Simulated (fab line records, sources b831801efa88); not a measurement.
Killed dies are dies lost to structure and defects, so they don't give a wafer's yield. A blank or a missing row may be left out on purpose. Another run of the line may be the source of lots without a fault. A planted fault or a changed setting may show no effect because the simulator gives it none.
fab line records	flow sky130
record: lots: 6	wafers: 18	last-day: 50
route steps=708 shown METAL5@662
lots untouched by any fault: they come from a run of this same line in which no faults occurred
start-h: the number of hours between the record's first day and the start of the first shown wafer of the lot	wait-h: hours from the lot's prior step to this one	" the same as in the row above	L1.1+2: one row covering several wafers at once	- no value, or no start was given	* or withheld: withheld	< > ~ a bound
route shown NAME@n: a module of which the file shows steps, and the number in the route of the first	usual: the fault-free wafers' mean and standard deviation	same: alike in all rows	chamber/n: place in a boat	sites: each site's reading	_std_site: standard deviation across them	_edge_site: inner sites' mean taken away from outer sites' mean	radius-mm: for every site, how far away it sits from the centre of the wafer	mask NAME#n: copy n	behind: the last tool/chamber to shape the wafer	hold: why the lot was held/for how many hours/how that ended	device: names the non-switching transistor (n, p or np)	end of line: the route-end tests of the same wafers	a step without rows: its recipe alone	killed: the dies lost at the first sort to structure and to defects; this is not the yield of the wafer	map: the dies of a wafer, with x for killed, . for not killed, _ for no die there
set.NAME: the setting as run; set.NAME@STEP: as run at that earlier step	model.NAME: the simulator's own value behind a step, which no gauge read
lots at selected steps of the route; one table per step, one row per wafer
services: from which hour (start-h, from the record's first day; less than 0 if before it) a tool's chamber was out of use, for how many hours, and why
== steps ==
step: SKY_METAL5_SPUTTER_01
recipe: material: TiN	target-thk-nm: 20	power-w: 6500	time-s: 16.7	chamber-pressure-pa: 0.4
usual: throttle-valve-pct: 29.9/1.1
lot.wafer	tool	chamber	start-h	wait-h	throttle-valve-pct
L393.1	pvd-sputter-03	-	1009.30	0.0	29.3
L393.4	"	-	"	"	30.1
L393.6	"	-	"	"	28.9
L395.1	pvd-sputter-02	-	1036.75	0.0	29.7
L395.2	"	-	"	"	30.7
L395.5	"	-	"	"	28.1
L398.1	pvd-sputter-04	-	1046.23	0.0	32.3
L398.2	"	-	"	"	30.5
L398.6	"	-	"	"	30.3
L399.4	pvd-sputter-03	-	1051.35	0.0	30.5
L399.5	"	-	"	"	30.1
L399.6	"	-	"	"	30.9
L407.3	pvd-sputter-02	-	1105.30	0.0	30.0
L407.5	"	-	"	"	28.3
L407.6	"	-	"	"	30.8
L415.1	pvd-sputter-04	-	1147.33	0.0	29.4
L415.2	"	-	"	"	28.6
L415.3	"	-	"	"	32.4
step: SKY_METAL5_SPUTTER_02
recipe: material: AlCu	target-thk-nm: 1150	power-w: 10600	time-s: 61.2	chamber-pressure-pa: 0.4
usual: throttle-valve-pct: 29.9/1.1
lot.wafer	tool	chamber	start-h	wait-h	throttle-valve-pct
L393.1	pvd-sputter-03	-	1009.32	0.0	29.1
L393.4	"	-	"	"	29.9
L393.6	"	-	"	"	29.2
L395.1	pvd-sputter-02	-	1036.77	0.0	29.8
L395.2	"	-	"	"	30.6
L395.5	"	-	"	"	28.0
L398.1	pvd-sputter-04	-	1046.26	0.0	32.3
L398.2	"	-	"	"	30.5
L398.6	"	-	"	"	30.7
L399.4	pvd-sputter-03	-	1051.37	0.0	30.8
L399.5	"	-	"	"	30.1
L399.6	"	-	"	"	30.8
L407.3	pvd-sputter-02	-	1105.32	0.0	29.6
L407.5	"	-	"	"	28.2
L407.6	"	-	"	"	30.7
L415.1	pvd-sputter-04	-	1147.36	0.0	29.3
L415.2	"	-	"	"	28.6
L415.3	"	-	"	"	32.4
step: SKY_METAL5_SPUTTER_03
recipe: material: Ti	target-thk-nm: 5	power-w: 3000	time-s: 3.3	chamber-pressure-pa: 0.4
usual: throttle-valve-pct: 29.9/1.1
lot.wafer	tool	chamber	start-h	wait-h	throttle-valve-pct
L393.1	pvd-sputter-03	-	1009.37	0.0	29.3
L393.4	"	-	"	"	30.0
L393.6	"	-	"	"	29.3
L395.1	pvd-sputter-02	-	1036.82	0.0	30.1
L395.2	"	-	"	"	30.7
L395.5	"	-	"	"	28.6
L398.1	pvd-sputter-04	-	1046.31	0.0	32.1
L398.2	"	-	"	"	30.4
L398.6	"	-	"	"	30.7
L399.4	pvd-sputter-03	-	1051.43	0.0	31.0
L399.5	"	-	"	"	30.1
L399.6	"	-	"	"	30.9
L407.3	pvd-sputter-02	-	1105.37	0.0	29.9
L407.5	"	-	"	"	28.4
L407.6	"	-	"	"	30.5
L415.1	pvd-sputter-04	-	1147.41	0.0	29.2
L415.2	"	-	"	"	28.5
L415.3	"	-	"	"	32.3
step: SKY_METAL5_SPUTTER_04
recipe: material: TiN	target-thk-nm: 70	power-w: 6500	time-s: 58.3	chamber-pressure-pa: 0.4
usual: throttle-valve-pct: 29.9/1.1
lot.wafer	tool	chamber	start-h	wait-h	throttle-valve-pct
L393.1	pvd-sputter-03	-	1009.39	0.0	29.4
L393.4	"	-	"	"	29.8
L393.6	"	-	"	"	29.3
L395.1	pvd-sputter-02	-	1036.84	0.0	29.9
L395.2	"	-	"	"	30.5
L395.5	"	-	"	"	28.5
L398.1	pvd-sputter-04	-	1046.33	0.0	32.0
L398.2	"	-	"	"	30.4
L398.6	"	-	"	"	30.5
L399.4	pvd-sputter-03	-	1051.44	0.0	30.7
L399.5	"	-	"	"	29.9
L399.6	"	-	"	"	30.9
L407.3	pvd-sputter-02	-	1105.39	0.0	30.1
L407.5	"	-	"	"	28.6
L407.6	"	-	"	"	30.8
L415.1	pvd-sputter-04	-	1147.42	0.0	29.4
L415.2	"	-	"	"	28.7
L415.3	"	-	"	"	32.0
step: SKY_METAL5_RS_MEAS_05
recipe: thk-meas-gauge: four-point-probe	reads: TiN_of_METAL5_SPUTTER_04+Ti_of_METAL5_SPUTTER_03+AlCu_of_METAL5_SPUTTER_02+TiN_of_METAL5_SPUTTER_01+Ti_of_METAL5_SPUTTER_00
usual: METAL5_ALCU_RS: 0.0270/0.00031
lot.wafer	tool	chamber	start-h	wait-h	METAL5_ALCU_RS[ohm/sq]
L393.1	film-metro-01	-	1009.44	0.0	0.0271
L393.4	"	-	"	"	0.0273
L393.6	"	-	"	"	0.0271
L395.1	film-metro-02	-	1036.89	0.0	0.0267
L395.2	"	-	"	"	0.0270
L395.5	"	-	"	"	0.0269
L398.1	film-metro-02	-	1046.37	0.0	0.0266
L398.2	"	-	"	"	0.0274
L398.6	"	-	"	"	0.0274
L399.4	film-metro-01	-	1051.55	0.1	0.0269
L399.5	"	-	"	"	0.0269
L399.6	"	-	"	"	0.0269
L407.3	film-metro-01	-	1105.48	0.1	0.0269
L407.5	"	-	"	"	0.0270
L407.6	"	-	"	"	0.0273
L415.1	film-metro-02	-	1147.47	0.0	0.0274
L415.2	"	-	"	"	0.0273
L415.3	"	-	"	"	0.0272
step: SKY_METAL5_THK_MEAS_06
recipe: thk-meas-gauge: xrf	reads: AlCu_of_METAL5_SPUTTER_02
usual: METAL5_ALCU_THK: 1145/14
lot.wafer	tool	chamber	start-h	wait-h	METAL5_ALCU_THK[nm]
L393.1	film-metro-01	-	1009.56	0.1	1136
L393.4	"	-	"	"	1135
L393.6	"	-	"	"	1142
L395.1	film-metro-02	-	1037.01	0.1	1145
L395.2	"	-	"	"	1139
L395.5	"	-	"	"	1143
L398.1	film-metro-02	-	1046.49	0.1	1157
L398.2	"	-	"	"	1124
L398.6	"	-	"	"	1123
L399.4	film-metro-01	-	1051.64	0.1	1153
L399.5	"	-	"	"	1150
L399.6	"	-	"	"	1153
L407.3	film-metro-01	-	1105.58	0.1	1149
L407.5	"	-	"	"	1159
L407.6	"	-	"	"	1139
L415.1	film-metro-02	-	1147.59	0.1	1129
L415.2	"	-	"	"	1133
L415.3	"	-	"	"	1127
step: SKY_METAL5_DEHYDRATE_07
recipe: temp-c: 200	time-s: 60
step: SKY_METAL5_HMDS_08
recipe: prime-time-s: 60	prime-temp-c: 120
step: SKY_METAL5_COAT_09
recipe: resist: NOVOLAK	spin-rpm: 3000	resist-thk-nm: 1800
step: SKY_METAL5_SOFTBAKE_10
recipe: temp-c: 90	time-s: 60	resist: NOVOLAK
step: SKY_METAL5_EXPOSE_11
recipe: mask-id: MM5	na: 0.6	source-shape: conventional	sigma-outer: 0.6	polarization: unpolarized	target-cd-nm: 1600	dose-mj: 190
step: SKY_METAL5_PEB_12
recipe: temp-c: withheld	time-s: *	resist: NOVOLAK
step: SKY_METAL5_DEVELOP_13
recipe: resist: NOVOLAK	developer: TMAH	develop-time-s: 60	dev-temp-c: 23
usual: chill-plate-temp-C: 23.01/0.1	develop-time-s: 60/0
lot.wafer	tool	chamber	start-h	wait-h	chill-plate-temp-C	develop-time-s
L393.1	litho-track-02	0	1031.83	0.1	22.88	60
L393.4	"	0	"	"	22.89	60
L393.6	"	0	"	"	22.82	60
L395.1	litho-track-02	0	1058.78	0.1	23.00	60
L395.2	"	0	"	"	23.03	60
L395.5	"	0	"	"	23.03	60
L398.1	litho-track-02	-	1067.83	0.1	-	-
L398.2	"	-	"	"	-	-
L398.6	"	-	"	"	-	-
L399.4	litho-track-02	-	1072.81	0.1	-	-
L399.5	"	-	"	"	-	-
L399.6	"	-	"	"	-	-
L407.3	litho-track-03	0	1124.36	0.1	23.06	60
L407.5	"	0	"	"	23.15	60
L407.6	"	0	"	"	23.05	60
L415.1	litho-track-03	0	1164.76	0.1	23.12	60
L415.2	"	0	"	"	23.05	60
L415.3	"	0	"	"	23.12	60
step: SKY_METAL5_DESCUM_14
recipe: chemistry: O2	source-power-w: 150	bias-power-w: 0	pressure-mtorr: 10	temp-c: 40	time-s: 11
usual: drypump-motor-current-A: 5.8/0.38	oes-product-au: 0.999/0.01
lot.wafer	tool	chamber	start-h	wait-h	drypump-motor-current-A	oes-product-au	rf-hours-counter-h
L393.1	rie-metal-02	0	1031.98	0.1	6.0	0.990	5
L393.4	"	1	"	"	6.6	0.991	-
L393.6	"	1	"	"	6.7	0.998	-
L395.1	rie-metal-01	0	1058.93	0.1	5.5	1.002	19
L395.2	"	1	"	"	5.4	0.991	25
L395.5	"	1	"	"	5.4	0.991	-
L398.1	rie-metal-03	1	1067.98	0.1	6.1	1.001	19
L398.2	"	0	"	"	5.4	0.999	9
L398.6	"	1	"	"	6.1	1.005	-
L399.4	rie-metal-03	0	1072.89	0.1	5.4	1.010	-
L399.5	"	1	"	"	6.1	1.004	-
L399.6	"	0	"	"	5.4	1.019	-
L407.3	rie-metal-03	0	1124.48	0.1	5.4	1.004	-
L407.5	"	0	"	"	5.4	0.998	-
L407.6	"	1	"	"	6.1	0.996	-
L415.1	rie-metal-03	0	1164.91	0.1	5.4	1.013	17
L415.2	"	1	"	"	6.1	0.998	27
L415.3	"	0	"	"	5.4	1.014	-
== services ==
tool	chamber	start-h	hours	kind
pvd-sputter-02	-	998.37	2.7	repair
pvd-sputter-02	-	999.21	5.1	repair
pvd-sputter-02	-	1000.78	9.7	repair
rie-metal-01	-	1021.74	0.5	repair
rie-metal-02	1	1069.52	7.4	repair
rie-metal-03	-	1069.58	1.2	repair
litho-track-03	-	1095.36	-	consumable-replace:filter
rie-metal-02	-	1103.29	1.7	repair
rie-metal-03	-	1106.00	1.9	repair
rie-metal-01	0	1115.08	-	clean
rie-metal-01	0	1115.08	-	consumable-replace:focus-ring
rie-metal-01	0	1115.08	16.3	scheduled-down
rie-metal-01	0	1115.08	16.3	vent-cycle
rie-metal-02	1	1138.95	-	clean
rie-metal-02	1	1138.95	-	consumable-replace:focus-ring
rie-metal-02	1	1138.95	20.8	scheduled-down
rie-metal-02	1	1138.95	20.8	vent-cycle
rie-metal-01	-	1139.80	1.7	repair
rie-metal-01	1	1156.90	-	clean
rie-metal-01	1	1156.90	-	consumable-replace:focus-ring
rie-metal-01	1	1156.90	25.8	scheduled-down
rie-metal-01	1	1156.90	25.8	vent-cycle
== key ==
first-sign: step: SKY_METAL5_DEVELOP_13	reading: tool-record	direction: missing
effect none on later readings
met-at SKY_METAL5_DEVELOP_13
struck-wafers L398.1,L398.2,L398.6,L399.4,L399.5,L399.6
later-rows-left-out L398.1,L398.2,L398.6,L399.4,L399.5,L399.6
sort-left-out L398.1,L398.2,L398.6,L399.4,L399.5,L399.6
onset-between 1058.78 1067.83
fault: kind: skipped-step-whole	tool: litho-track-02	chamber: -	onset-h: 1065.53	steps: SKY_METAL5_DEVELOP_13	scope: struck-lots-only
sort-left-out: the simulated sort isn't trusted on such a fault, so these wafers' sort isn't shown, and their yield isn't known
later-rows-left-out: the simulator's readings of these wafers behind a module that went badly wrong aren't trusted and aren't shown, but for the sort
